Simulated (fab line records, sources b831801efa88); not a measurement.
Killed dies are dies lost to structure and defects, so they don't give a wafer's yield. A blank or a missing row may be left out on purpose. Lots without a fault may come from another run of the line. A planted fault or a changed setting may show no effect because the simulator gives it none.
Which tool did it? | flow gf180mcu | 10 lots, 30 wafers sampled, at 2 steps of a route of 602

WHAT THE GAUGES READ, wafer by wafer
GF_V4_RS_MEAS_24: measures by four-point-probe.
lot  | measured     | on            | V4_W_RS (ohm/sq)
L350 | day 24 09:59 | film_metro-02 | 0.327 0.315 0.319
L352 | day 24 18:11 | film_metro-02 | 0.329 0.324 0.324
L353 | day 25 10:59 | film_metro-04 | 0.327 0.328 0.324
L354 | day 25 19:28 | film_metro-04 | 0.329 0.321 0.331
L355 | day 26 04:34 | film_metro-04 | 0.313 0.316 0.315
L362 | day 28 09:11 | film_metro-01 | 0.330 0.334 0.334
L364 | day 28 21:26 | film_metro-01 | 0.316 0.316 0.314
L370 | day 30 23:07 | film_metro-04 | 0.320 0.323 0.324
L371 | day 31 03:10 | film_metro-04 | 0.318 0.317 0.319
L372 | day 31 06:02 | film_metro-02 | 0.331 0.331 0.326

WHICH TOOL RAN EACH LOT (tool, then ch and the chambers of the sampled wafers, then the start)
lot  | GF_V4_ETCH_16
L350 | rie_diel-04 ch 0,1, day 24 09:05
L352 | rie_diel-04 ch 1,2, day 24 17:16
L353 | rie_diel-04 ch 2,3, day 25 10:02
L354 | rie_diel-03 ch 1,2, day 25 18:35
L355 | rie_diel-04 ch 1,2,3, day 26 03:37
L362 | rie_diel-01 ch 1,2, day 28 08:17
L364 | rie_diel-01 ch 0,1,3, day 28 20:31
L370 | rie_diel-01 ch 0,1,3, day 30 22:13
L371 | rie_diel-03 ch 0,1,3, day 31 02:05
L372 | rie_diel-04 ch 2,3, day 31 05:10
- GF_V4_ETCH_16: etches BARC in N2/H2.

THE ANSWER, worked out from the rows above alone
Rule: what is usual is taken from the lots themselves. Put in order of their means at a reading, lots are off if they are a third of the lots or fewer, leave a main group of 4 or more, and stand apart from it by a gap of 3 or more times the standard deviation of the main group's means; of several such gaps the widest counts. A main group whose means are all the same, to the digits that the tables above print for the reading, isn't used. A lot without any number at a reading at which 4 lots or more have one is off too. The other lots that the step has rows for count as sound.
No lot is off at any reading shown: from this, nothing can be told.

WHAT THE SIMULATOR HAD PUT IN
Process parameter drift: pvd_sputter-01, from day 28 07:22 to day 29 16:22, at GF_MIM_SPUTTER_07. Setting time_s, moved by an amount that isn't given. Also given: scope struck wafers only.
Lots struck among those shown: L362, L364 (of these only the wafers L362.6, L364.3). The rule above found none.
